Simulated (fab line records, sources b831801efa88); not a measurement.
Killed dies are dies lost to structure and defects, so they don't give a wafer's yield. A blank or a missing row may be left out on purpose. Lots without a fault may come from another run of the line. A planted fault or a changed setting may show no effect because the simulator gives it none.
Chamber matching | flow sky130 | SKY_PAD_OPEN_ETCH_07 on rie_diel-04: 4 sister chambers
The step etches the open film in CF4/O2, stops on AlCu, target depth 725 nm, time 161.1 s. 20 wafers are shown with their chamber, then 10 later ones without.

WAFERS WITH THEIR CHAMBER
wafer  | chamber | oes_product_au (a.u.) | throttle_valve_pct (%)
L074.2 | 2       | 0.978                 | 5.968
L074.4 | 2       | 0.987                 | 5.961
L074.5 | 1       | 0.982                 | 5.976
L075.1 | 1       | 0.969                 | 5.956
L075.2 | 2       | 0.965                 | 5.971
L075.3 | 3       | 0.969                 | 5.965
L076.1 | 3       | 0.981                 | 5.969
L076.5 | 2       | 0.979                 | 5.972
L076.6 | 3       | 0.976                 | 5.962
L077.1 | 1       | 0.971                 | 5.980
L077.2 | 2       | 0.982                 | 5.966
L077.5 | 1       | 0.983                 | 5.954
L079.1 | 3       | 0.966                 | 5.961
L079.3 | 1       | 0.973                 | 5.969
L079.4 | 3       | 0.984                 | 5.951
L083.2 | 0       | 0.968                 | 5.959
L083.4 | 1       | 0.972                 | 5.978
L083.6 | 1       | 0.975                 | 5.961
L086.1 | 3       | 0.969                 | 5.965
L086.3 | 2       | 0.980                 | 5.956

SIGNATURES (means of the wafers above)
reading            | chamber 0 | chamber 1 | chamber 2 | chamber 3 | scatter within a chamber
oes_product_au     | 0.96800   | 0.97500   | 0.97850   | 0.97417   | 0.00668
throttle_valve_pct | 5.95900   | 5.96771   | 5.96567   | 5.96217   | 0.0082
Rule: a wafer's distance from a chamber is the root of the sum, over the readings, of the square of ((its reading less the chamber's mean) divided by the reading's scatter). The wafer belongs to the nearest chamber; if the next one is less than 2 further off, it can't be placed. The scatter: the root of (the sum of the squares of (reading less its chamber's mean) over the shown wafers, divided by (wafers less chambers)).

WAFERS WITHOUT THEIR CHAMBER
wafer  | oes_product_au (a.u.) | throttle_valve_pct (%)
L086.5 | 0.973                 | 5.965
L089.1 | 0.972                 | 5.963
L089.3 | 0.974                 | 5.950
L089.6 | 0.979                 | 5.963
L095.1 | 0.974                 | 5.954
L095.2 | 0.968                 | 5.954
L095.3 | 0.975                 | 5.979
L096.2 | 0.969                 | 5.973
L096.3 | 0.966                 | 5.949
L096.4 | 0.975                 | 5.956

WHICH CHAMBER EACH WENT THROUGH
wafer  | from the rows above               | in truth
L086.5 | can't be placed: 3 or 1 or 2 or 0 | 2
L089.1 | can't be placed: 3 or 1 or 0 or 2 | 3
L089.3 | can't be placed: 0 or 3 or 2 or 1 | 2
L089.6 | can't be placed: 2 or 3 or 1 or 0 | 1
L095.1 | can't be placed: 3 or 0 or 2 or 1 | 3
L095.2 | can't be placed: 0 or 3 or 1 or 2 | 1
L095.3 | can't be placed: 1 or 2 or 3 or 0 | 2
L096.2 | can't be placed: 1 or 3 or 2 or 0 | 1
L096.3 | can't be placed: 0 or 3 or 1 or 2 | 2
L096.4 | can't be placed: 3 or 0 or 2 or 1 | 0
Placed correctly: 0 of 10. Can't be placed from these rows: 10 (the true chamber is among the candidates in 10). Placed wrongly: 0.
